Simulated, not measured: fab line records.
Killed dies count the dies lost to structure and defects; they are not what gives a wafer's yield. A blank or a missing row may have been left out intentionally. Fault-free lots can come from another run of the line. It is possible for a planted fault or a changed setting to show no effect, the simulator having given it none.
A single fault, viewed from 2 desks | flow sky130 | numbers are kept per desk, each desk with only its own; the story behind them comes last

## DESK OF THE TOOL OWNER: implanter-03
SKY_VT_ADJUST_NCORE_IMPLANT_09, tool's own readings: per-lot mean of the sampled wafers with a number, covering each lot this tool ran. A lot is out of limits, marked OUT, if its mean lies more than 4 standard deviations from the usual mean; the brackets give that distance.
Columns: A = beam energy keV at SKY_VT_ADJUST_NCORE_IMPLANT_09, usual 10.001
lot  | first seen here | A
L106 | day 9 14:32     | 9.997
L107 | day 9 18:56     | 9.998
L113 | day 11 09:46    | 10.004
L114 | day 11 17:17    | 9.999
L120 | day 13 14:58    | 7.443 (-99 or more) OUT
L121 | day 13 19:58    | 7.443 (-99 or more) OUT
Finding of this desk: L120, L121 out of limits; the first was L120 at day 13 14:58, on beam energy keV at SKY_VT_ADJUST_NCORE_IMPLANT_09. Within limits: L106, L107, L113, L114.

## THE METROLOGY DESK
What the gauges read for every lot (on any tool): the sampled wafers with a number, averaged. A lot is out of limits, marked OUT, if its mean lies more than 4 standard deviations from the usual mean; the brackets give that distance.
Columns: A = VT_ADJUST_NCORE_TW at SKY_VT_ADJUST_NCORE_TW_MEAS_11, usual 219.3; B = POLY_CUT_OVL at SKY_POLY_CUT_OVL_MEAS_09, usual -1 nm
lot  | first seen here | A                | B
L106 | day 9 14:46     | 220.2            | -2
L107 | day 9 19:09     | 221.4            | -3
L111 | day 10 17:21    | 222.1            | 2
L112 | day 10 23:14    | 218.8            | 3
L113 | day 11 10:01    | 222.8            | -4
L114 | day 11 17:31    | 217.6            | -9
L115 | day 11 22:56    | 220.8            | -7
L119 | day 13 04:26    | 220.7            | 5
L120 | day 13 15:12    | 203.7 (-9.2) OUT | -2
L121 | day 13 20:12    | 203.9 (-9.0) OUT | 4
L122 | day 14 09:40    | 217.8            | -3
L126 | day 15 04:51    | 221.3            | 4
This desk's result: L120, L121 out of limits, first on L120 (VT_ADJUST_NCORE_TW at SKY_VT_ADJUST_NCORE_TW_MEAS_11), day 13 15:12. Within limits: L106, L107, L111, L112, L113, L114, L115, L119, L122, L126.

## TAKEN TOGETHER
An alarm could have come from the tool owner's desk at day 13 14:58, on L120, L121.
At day 13 15:12 the metrology desk could have sounded an alarm, on L120, L121.
On implanter-03, each named lot ran SKY_VT_ADJUST_NCORE_IMPLANT_09.

## WHAT HAD BEEN PUT IN BY THE SIMULATOR
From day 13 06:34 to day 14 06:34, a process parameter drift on implanter-03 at SKY_VT_ADJUST_NCORE_IMPLANT_09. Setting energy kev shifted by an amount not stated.
Struck lots among those shown: L120, L121.
Counting hours from when the fault started, the first reading out of limits came at 8 for the tool owner's desk and at 9 for the metrology desk.
